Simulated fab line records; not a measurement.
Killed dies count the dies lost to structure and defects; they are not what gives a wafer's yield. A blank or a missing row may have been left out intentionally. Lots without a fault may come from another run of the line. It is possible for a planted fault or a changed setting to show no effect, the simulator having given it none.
fab line records + flow sky130
[record]
- lots = 13
- wafers = 39
- lastDay = 50
route steps=708 shown FIELD_ISO@1 NWELL@73 PWDE@84 VT_ADJUST_HVTR@138
lots with no fault: from the same line, run without faults
startH: the number of hours between the record's first day and the start of the first shown wafer of the lot + waitH: hours from the lot's prior step to this one + " as in the row above + L1.1+2: several wafers, shown together as one row + - no value, or no start given + * or withheld: withheld + < > ~ a bound
route shown NAME@n: a module of which the file shows steps, and the number in the route of the first + usual: the fault-free wafers' mean and standard deviation + same: alike in all rows + chamber/n: place in a boat + sites: readings site by site + _std_site: their standard deviation + _edge_site: inner sites' mean taken away from outer sites' mean + radiusMm: for every site, how far away it sits from the centre of the wafer + mask NAME#n: copy n + behind: tool/chamber where the wafer was last shaped + hold: cause of the lot's hold/its duration in hours/its outcome + device: which transistor (n, p or np) failed to switch + end of line: at the end of the route, the tests of the same wafers + for a step that has no rows: nothing shown but its recipe + killed: the dies lost at the first sort to structure and to defects; this is not the yield of the wafer + map: the dies of a wafer, with x for killed, . for not killed, _ for no die there
set.NAME: the setting the step ran with; set.NAME@STEP: the setting that earlier step ran with + model.NAME: the simulator's own value behind a step, which no gauge read
one table for each step of the route and one row for each wafer, over a sample of lots
services: a tool's chamber out of use, with start hour (startH, from the record's first day; less than 0 if before it), hours out, and reason
[[steps]]
[step SKY_FIELD_ISO_BOW_MEAS_00]
[recipe]
- mode = bow
[usual]
- INCOMING_BOW = 0/6.7
| lot.wafer | tool         | chamber | startH | waitH | INCOMING_BOW[um] |
|-----------|--------------|---------|--------|-------|------------------|
| L612.1    | filmMetro-04 | -       | 10.00  | -     | 2                |
| L612.2    | "            | -       | "      | "     | 4                |
| L612.3    | "            | -       | "      | "     | 6                |
| L613.3    | filmMetro-02 | -       | 15.04  | -     | 4                |
| L613.5    | "            | -       | "      | "     | 8                |
| L613.6    | "            | -       | "      | "     | -13              |
| L614.2    | filmMetro-04 | -       | 20.02  | -     | -1               |
| L614.4    | "            | -       | "      | "     | -2               |
| L614.5    | "            | -       | "      | "     | 11               |
| L615.1    | filmMetro-02 | -       | 25.00  | -     | -9               |
| L615.2    | "            | -       | "      | "     | 4                |
| L615.5    | "            | -       | "      | "     | -13              |
| L617.1    | filmMetro-02 | -       | 35.00  | -     | 2                |
| L617.2    | "            | -       | "      | "     | 1                |
| L617.5    | "            | -       | "      | "     | 8                |
| L620.1    | filmMetro-01 | -       | 50.00  | -     | -2               |
| L620.2    | "            | -       | "      | "     | 12               |
| L620.4    | "            | -       | "      | "     | 4                |
| L622.1    | filmMetro-04 | -       | 60.00  | -     | 3                |
| L622.3    | "            | -       | "      | "     | 2                |
| L622.4    | "            | -       | "      | "     | 7                |
| L623.2    | filmMetro-02 | -       | 65.02  | -     | -7               |
| L623.4    | "            | -       | "      | "     | -5               |
| L623.5    | "            | -       | "      | "     | 0                |
| L628.2    | filmMetro-01 | -       | 90.02  | -     | -9               |
| L628.3    | "            | -       | "      | "     | 2                |
| L628.4    | "            | -       | "      | "     | 4                |
| L629.1    | filmMetro-04 | -       | 95.00  | -     | 2                |
| L629.2    | "            | -       | "      | "     | -1               |
| L629.4    | "            | -       | "      | "     | 2                |
| L630.3    | filmMetro-04 | -       | 100.04 | -     | -1               |
| L630.5    | "            | -       | "      | "     | -3               |
| L630.6    | "            | -       | "      | "     | -17              |
| L632.1    | filmMetro-04 | -       | 110.00 | -     | 0                |
| L632.2    | "            | -       | "      | "     | 8                |
| L632.6    | "            | -       | "      | "     | -10              |
| L634.1    | filmMetro-04 | -       | 120.00 | -     | -5               |
| L634.3    | "            | -       | "      | "     | 2                |
| L634.4    | "            | -       | "      | "     | -5               |
[step SKY_NWELL_EXPOSE_20]
[recipe]
- maskId = NWM_COMPLEMENT
- na = 0.6
- sourceShape = conventional
- sigmaOuter = 0.6
- polarization = unpolarized
- targetCdNm = 840
- doseMj = 260
[usual]
- reticleTempC = 22.99/0.097
| lot.wafer | tool            | chamber | startH | waitH | mask             | reticleTempC |
|-----------|-----------------|---------|--------|-------|------------------|--------------|
| L612.1    | ilineStepper-02 | 0       | 100.03 | -     | NWM_COMPLEMENT#0 | 23.07        |
| L612.2    | "               | 0       | "      | "     | NWM_COMPLEMENT#0 | 23.04        |
| L612.3    | "               | 0       | "      | "     | NWM_COMPLEMENT#0 | 23.01        |
| L613.3    | ilineStepper-01 | 0       | 104.71 | -     | NWM_COMPLEMENT#0 | 23.09        |
| L613.5    | "               | 0       | "      | "     | NWM_COMPLEMENT#0 | 23.02        |
| L613.6    | "               | 0       | "      | "     | NWM_COMPLEMENT#0 | 22.93        |
| L614.2    | ilineStepper-02 | 0       | 111.49 | -     | NWM_COMPLEMENT#0 | 22.86        |
| L614.4    | "               | 0       | "      | "     | NWM_COMPLEMENT#0 | 22.79        |
| L614.5    | "               | 0       | "      | "     | NWM_COMPLEMENT#0 | 23.00        |
| L615.1    | ilineStepper-02 | 0       | 119.61 | -     | NWM_COMPLEMENT#0 | 22.91        |
| L615.2    | "               | 0       | "      | "     | NWM_COMPLEMENT#0 | 22.85        |
| L615.5    | "               | 0       | "      | "     | NWM_COMPLEMENT#0 | 22.94        |
| L617.1    | ilineStepper-01 | 0       | 126.71 | -     | NWM_COMPLEMENT#0 | 23.05        |
| L617.2    | "               | 0       | "      | "     | NWM_COMPLEMENT#0 | 22.95        |
| L617.5    | "               | 0       | "      | "     | NWM_COMPLEMENT#0 | 22.90        |
| L620.1    | ilineStepper-01 | 0       | 148.03 | -     | NWM_COMPLEMENT#0 | 22.85        |
| L620.2    | "               | 0       | "      | "     | NWM_COMPLEMENT#0 | 22.98        |
| L620.4    | "               | 0       | "      | "     | NWM_COMPLEMENT#0 | 22.93        |
| L622.1    | ilineStepper-01 | 0       | 156.44 | -     | NWM_COMPLEMENT#0 | 22.96        |
| L622.3    | "               | 0       | "      | "     | NWM_COMPLEMENT#0 | 23.08        |
| L622.4    | "               | 0       | "      | "     | NWM_COMPLEMENT#0 | 22.95        |
| L623.2    | ilineStepper-01 | 0       | 159.13 | -     | NWM_COMPLEMENT#0 | 22.94        |
| L623.4    | "               | 0       | "      | "     | NWM_COMPLEMENT#0 | 22.81        |
| L623.5    | "               | 0       | "      | "     | NWM_COMPLEMENT#0 | 22.90        |
| L628.2    | ilineStepper-02 | 0       | 191.40 | -     | NWM_COMPLEMENT#0 | 23.08        |
| L628.3    | "               | 0       | "      | "     | NWM_COMPLEMENT#0 | 23.09        |
| L628.4    | "               | 0       | "      | "     | NWM_COMPLEMENT#0 | 23.03        |
| L630.3    | ilineStepper-02 | 0       | 204.20 | -     | NWM_COMPLEMENT#0 | 22.87        |
| L630.5    | "               | 0       | "      | "     | NWM_COMPLEMENT#0 | 23.02        |
| L630.6    | "               | 0       | "      | "     | NWM_COMPLEMENT#0 | 22.92        |
| L629.1    | ilineStepper-02 | 0       | 205.16 | -     | NWM_COMPLEMENT#0 | 22.97        |
| L629.2    | "               | 0       | "      | "     | NWM_COMPLEMENT#0 | 22.91        |
| L629.4    | "               | 0       | "      | "     | NWM_COMPLEMENT#0 | 23.05        |
| L632.1    | ilineStepper-02 | 0       | 216.91 | -     | NWM_COMPLEMENT#0 | 23.04        |
| L632.2    | "               | 0       | "      | "     | NWM_COMPLEMENT#0 | 22.94        |
| L632.6    | "               | 0       | "      | "     | NWM_COMPLEMENT#0 | 22.93        |
| L634.1    | ilineStepper-02 | 0       | 229.00 | -     | NWM_COMPLEMENT#0 | 23.00        |
| L634.3    | "               | 0       | "      | "     | NWM_COMPLEMENT#0 | 23.13        |
| L634.4    | "               | 0       | "      | "     | NWM_COMPLEMENT#0 | 23.07        |
[step SKY_NWELL_OVL_MEAS_23]
[usual]
- NWELL_01_OVL = 0.8/1.4
| lot.wafer | tool       | chamber | startH | waitH | NWELL_01_OVL[nm] |
|-----------|------------|---------|--------|-------|------------------|
| L612.1    | overlay-02 | -       | 109.21 | -     | 2.5              |
| L612.2    | "          | -       | "      | "     | 3.0              |
| L612.3    | "          | -       | "      | "     | -0.1             |
| L613.3    | overlay-01 | -       | 114.12 | -     | 0.4              |
| L613.5    | "          | -       | "      | "     | 1.5              |
| L613.6    | "          | -       | "      | "     | 2.3              |
| L614.2    | overlay-02 | -       | 120.57 | -     | -0.1             |
| L614.4    | "          | -       | "      | "     | 2.8              |
| L614.5    | "          | -       | "      | "     | 0.1              |
| L615.1    | overlay-02 | -       | 128.01 | -     | -0.6             |
| L615.2    | "          | -       | "      | "     | 0.0              |
| L615.5    | "          | -       | "      | "     | 0.6              |
| L617.1    | overlay-02 | -       | 135.81 | -     | -92.5            |
| L617.2    | "          | -       | "      | "     | -92.5            |
| L617.5    | "          | -       | "      | "     | -93.3            |
| L620.1    | overlay-01 | -       | 157.90 | -     | -94.7            |
| L620.2    | "          | -       | "      | "     | -96.0            |
| L620.4    | "          | -       | "      | "     | -95.8            |
| L622.1    | overlay-02 | -       | 166.01 | -     | -92.7            |
| L622.3    | "          | -       | "      | "     | -96.1            |
| L622.4    | "          | -       | "      | "     | -94.4            |
| L623.2    | overlay-02 | -       | 168.55 | -     | -91.2            |
| L623.4    | "          | -       | "      | "     | -91.6            |
| L623.5    | "          | -       | "      | "     | -90.5            |
| L628.2    | overlay-01 | -       | 202.26 | -     | -0.9             |
| L628.3    | "          | -       | "      | "     | 0.7              |
| L628.4    | "          | -       | "      | "     | 0.5              |
| L630.3    | overlay-01 | -       | 214.91 | -     | -3.9             |
| L630.5    | "          | -       | "      | "     | -1.0             |
| L630.6    | "          | -       | "      | "     | -1.1             |
| L629.1    | overlay-02 | -       | 215.66 | -     | 3.3              |
| L629.2    | "          | -       | "      | "     | 1.8              |
| L629.4    | "          | -       | "      | "     | 1.2              |
| L632.1    | overlay-02 | -       | 227.46 | -     | 1.4              |
| L632.2    | "          | -       | "      | "     | -0.9             |
| L632.6    | "          | -       | "      | "     | -1.3             |
| L634.1    | overlay-02 | -       | 240.16 | -     | -0.9             |
| L634.3    | "          | -       | "      | "     | -0.7             |
| L634.4    | "          | -       | "      | "     | -1.1             |
[step SKY_NWELL_RS_MEAS_31]
[recipe]
- thkMeasGauge = four-point-probe
[usual]
- PWDE_RS = 5266/16
| lot.wafer | tool         | chamber | startH | waitH | PWDE_RS[ohm/sq] |
|-----------|--------------|---------|--------|-------|-----------------|
| L612.1    | filmMetro-02 | -       | 109.95 | 0.1   | 5263            |
| L612.2    | "            | -       | "      | "     | 5281            |
| L612.3    | "            | -       | "      | "     | 5274            |
| L613.3    | filmMetro-01 | -       | 114.88 | 0.1   | 5247            |
| L613.5    | "            | -       | "      | "     | 5268            |
| L613.6    | "            | -       | "      | "     | 5273            |
| L614.2    | filmMetro-02 | -       | 121.32 | 0.1   | 5226            |
| L614.4    | "            | -       | "      | "     | 5251            |
| L614.5    | "            | -       | "      | "     | 5259            |
| L615.1    | filmMetro-02 | -       | 128.75 | 0.1   | 5261            |
| L615.2    | "            | -       | "      | "     | 5254            |
| L615.5    | "            | -       | "      | "     | 5270            |
| L617.1    | filmMetro-02 | -       | 136.55 | 0.1   | 5299            |
| L617.2    | "            | -       | "      | "     | 5296            |
| L617.5    | "            | -       | "      | "     | 5274            |
| L620.1    | filmMetro-02 | -       | 158.64 | 0.1   | 5294            |
| L620.2    | "            | -       | "      | "     | 5297            |
| L620.4    | "            | -       | "      | "     | 5275            |
| L622.1    | filmMetro-02 | -       | 166.75 | 0.1   | 5294            |
| L622.3    | "            | -       | "      | "     | 5295            |
| L622.4    | "            | -       | "      | "     | 5288            |
| L623.2    | filmMetro-02 | -       | 169.30 | 0.1   | 5268            |
| L623.4    | "            | -       | "      | "     | 5276            |
| L623.5    | "            | -       | "      | "     | 5275            |
| L628.2    | filmMetro-02 | -       | 203.01 | 0.1   | 5254            |
| L628.3    | "            | -       | "      | "     | 5265            |
| L628.4    | "            | -       | "      | "     | 5256            |
| L630.3    | filmMetro-02 | -       | 215.68 | 0.1   | 5270            |
| L630.5    | "            | -       | "      | "     | 5260            |
| L630.6    | "            | -       | "      | "     | 5246            |
| L629.1    | filmMetro-02 | -       | 216.40 | 0.1   | 5257            |
| L629.2    | "            | -       | "      | "     | 5260            |
| L629.4    | "            | -       | "      | "     | 5268            |
| L632.1    | filmMetro-03 | -       | 228.27 | 0.1   | 5300            |
| L632.2    | "            | -       | "      | "     | 5269            |
| L632.6    | "            | -       | "      | "     | 5276            |
| L634.1    | filmMetro-02 | -       | 240.90 | 0.1   | 5261            |
| L634.3    | "            | -       | "      | "     | 5243            |
| L634.4    | "            | -       | "      | "     | 5246            |
[step SKY_VT_ADJUST_HVTR_CD_MEAS_07]
[recipe]
- targetCdNm = 380
[usual]
- cdNm = 380.8/3
| lot.wafer | tool     | chamber | startH | waitH | cdNm  |
|-----------|----------|---------|--------|-------|-------|
| L612.1    | cdSem-02 | -       | 209.90 | 0.1   | 383.6 |
| L612.2    | "        | -       | "      | "     | 381.1 |
| L612.3    | "        | -       | "      | "     | 382.2 |
| L613.3    | cdSem-02 | -       | 214.88 | 0.1   | 378.9 |
| L613.5    | "        | -       | "      | "     | 379.0 |
| L613.6    | "        | -       | "      | "     | 380.1 |
| L614.2    | cdSem-02 | -       | 222.97 | 0.1   | 381.5 |
| L614.4    | "        | -       | "      | "     | 381.1 |
| L614.5    | "        | -       | "      | "     | 384.8 |
| L615.1    | cdSem-01 | -       | 232.81 | 0.1   | 383.6 |
| L615.2    | "        | -       | "      | "     | 382.6 |
| L615.5    | "        | -       | "      | "     | 384.1 |
| L617.1    | cdSem-02 | -       | 242.36 | 0.1   | 377.2 |
| L617.2    | "        | -       | "      | "     | 376.4 |
| L617.5    | "        | -       | "      | "     | 378.4 |
| L620.1    | cdSem-01 | -       | 268.60 | 0.1   | 383.1 |
| L620.2    | "        | -       | "      | "     | 381.3 |
| L620.4    | "        | -       | "      | "     | 385.1 |
| L622.1    | cdSem-02 | -       | 280.24 | 0.1   | 376.5 |
| L622.3    | "        | -       | "      | "     | 376.2 |
| L622.4    | "        | -       | "      | "     | 377.3 |
| L623.2    | cdSem-02 | -       | 282.88 | 0.1   | 378.2 |
| L623.4    | "        | -       | "      | "     | 378.5 |
| L623.5    | "        | -       | "      | "     | 381.4 |
| L628.2    | cdSem-01 | -       | 321.82 | 0.1   | 380.2 |
| L628.3    | "        | -       | "      | "     | 380.0 |
| L628.4    | "        | -       | "      | "     | 378.9 |
| L630.3    | cdSem-02 | -       | 339.00 | 0.1   | 380.8 |
| L630.5    | "        | -       | "      | "     | 379.2 |
| L630.6    | "        | -       | "      | "     | 379.8 |
| L629.1    | cdSem-02 | -       | 339.70 | 0.1   | 378.7 |
| L629.2    | "        | -       | "      | "     | 378.9 |
| L629.4    | "        | -       | "      | "     | 380.6 |
| L632.1    | cdSem-02 | -       | 354.16 | 0.1   | 381.7 |
| L632.2    | "        | -       | "      | "     | 381.7 |
| L632.6    | "        | -       | "      | "     | 382.9 |
| L634.1    | cdSem-01 | -       | 369.10 | 0.1   | 388.2 |
| L634.3    | "        | -       | "      | "     | 387.2 |
| L634.4    | "        | -       | "      | "     | 386.9 |
[[services]]
| tool            | chamber | startH | hours | kind        |
|-----------------|---------|--------|-------|-------------|
| ilineStepper-02 | -       | 87.75  | 1.7   | pm          |
| ilineStepper-02 | 0       | 96.39  | -     | calibration |
| ilineStepper-01 | 0       | 113.86 | -     | calibration |
| ilineStepper-01 | -       | 201.15 | 1.7   | pm          |
[[key]]
[firstSign]
- step = SKY_NWELL_OVL_MEAS_23
- reading = NWELL_01_OVL
- direction = down
- sigmas = 66
- usual = 0.8
- struck = -93.4
effect none on later readings
metAt SKY_NWELL_EXPOSE_20
struckLots L617,L620,L622,L623
testerLeftOut L617,L620,L622,L623
notActingAt SKY_FIELD_ISO_BOW_MEAS_00,SKY_NWELL_RS_MEAS_31,SKY_VT_ADJUST_HVTR_CD_MEAS_07
onsetBetween 104.71 126.71
[fault]
- kind = scannerMatchingOverlay
- tool = ilineStepper-01
- chamber = -
- onsetH = 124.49
- steps = SKY_NWELL_EXPOSE_20
- offset = -94.894
// testerLeftOut: of these lots the tester's yield and bins aren't shown, on N5 and GAA mostly nor the transistor test; their killed dies are dies lost to structure and defects alone, not to doping, threshold or leakage, so they don't give the yield
